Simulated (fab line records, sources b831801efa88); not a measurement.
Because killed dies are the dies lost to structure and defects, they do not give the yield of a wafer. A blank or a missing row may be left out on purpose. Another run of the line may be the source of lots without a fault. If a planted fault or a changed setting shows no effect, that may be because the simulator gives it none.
Which tool is to blame? :: flow gf180mcu :: 6 lots, 18 wafers sampled, at 2 steps of a route of 602

## WHAT EACH GAUGE READ, for each wafer
GF_DUAL_GATE_THK_MEAS_03.
lot: L463
measured: day 7 22:56
on: film_metro-01
DUAL_GATE_OXIDATION_00_THK (nm): 10.51 10.54 10.63

lot: L466
measured: day 8 14:08
on: film_metro-03
DUAL_GATE_OXIDATION_00_THK (nm): 10.07 10.12 10.21

lot: L469
measured: day 9 12:29
on: film_metro-04
DUAL_GATE_OXIDATION_00_THK (nm): 10.64 10.85 10.66

lot: L471
measured: day 10 01:58
on: film_metro-03
DUAL_GATE_OXIDATION_00_THK (nm): 12.47 12.37 12.51

lot: L480
measured: day 12 20:23
on: film_metro-04
DUAL_GATE_OXIDATION_00_THK (nm): 10.50 10.57 10.63

lot: L484
measured: day 13 19:35
on: film_metro-03
DUAL_GATE_OXIDATION_00_THK (nm): 10.37 10.32 10.48

## WHAT TOOL EACH LOT RAN ON (gives the tool, then ch and the chambers of the sampled wafers, and finally the start)
lot: L463
GF_DUAL_GATE_OXIDATION_02: furnace-02 ch 0, day 7 21:29

lot: L466
GF_DUAL_GATE_OXIDATION_02: furnace-01 ch 0, day 8 12:41

lot: L469
GF_DUAL_GATE_OXIDATION_02: furnace-02 ch 0, day 9 11:02

lot: L471
GF_DUAL_GATE_OXIDATION_02: furnace-02 ch 0, day 10 00:31

lot: L480
GF_DUAL_GATE_OXIDATION_02: furnace-01 ch 0, day 12 18:55

lot: L484
GF_DUAL_GATE_OXIDATION_02: furnace-02 ch 0, day 13 18:07
- GF_DUAL_GATE_OXIDATION_02: stabilise 600 s, purge 300 s, target thk 10.887 nm.

## THE ANSWER, worked out from the rows above alone
Rule: the lots themselves supply what counts as usual. Put in order of their means at a reading, lots are off if they are a third of the lots or fewer, leave a main group of 4 or more, and stand apart from it by a gap of 3 or more times the standard deviation of the main group's means; of several such gaps the widest counts. A main group whose means are all the same, to the digits that the tables above print for the reading, isn't used. Also off: a lot with no number at a reading for which 4 or more lots have one. The other lots that the step has rows for count as sound.
Off: L471, seen at GF_DUAL_GATE_THK_MEAS_03 (DUAL_GATE_OXIDATION_00_THK). Mean 10.47 nm and standard deviation 0.2 in the main group.
If a tool, at a process step before that reading, ran all the lots that are off and no sound lot after the first of them, it fits. The gauges at GF_DUAL_GATE_THK_MEAS_03 are tried like those tools. Not one of the candidates tried fits.

## WHAT THE SIMULATOR HAD INSERTED
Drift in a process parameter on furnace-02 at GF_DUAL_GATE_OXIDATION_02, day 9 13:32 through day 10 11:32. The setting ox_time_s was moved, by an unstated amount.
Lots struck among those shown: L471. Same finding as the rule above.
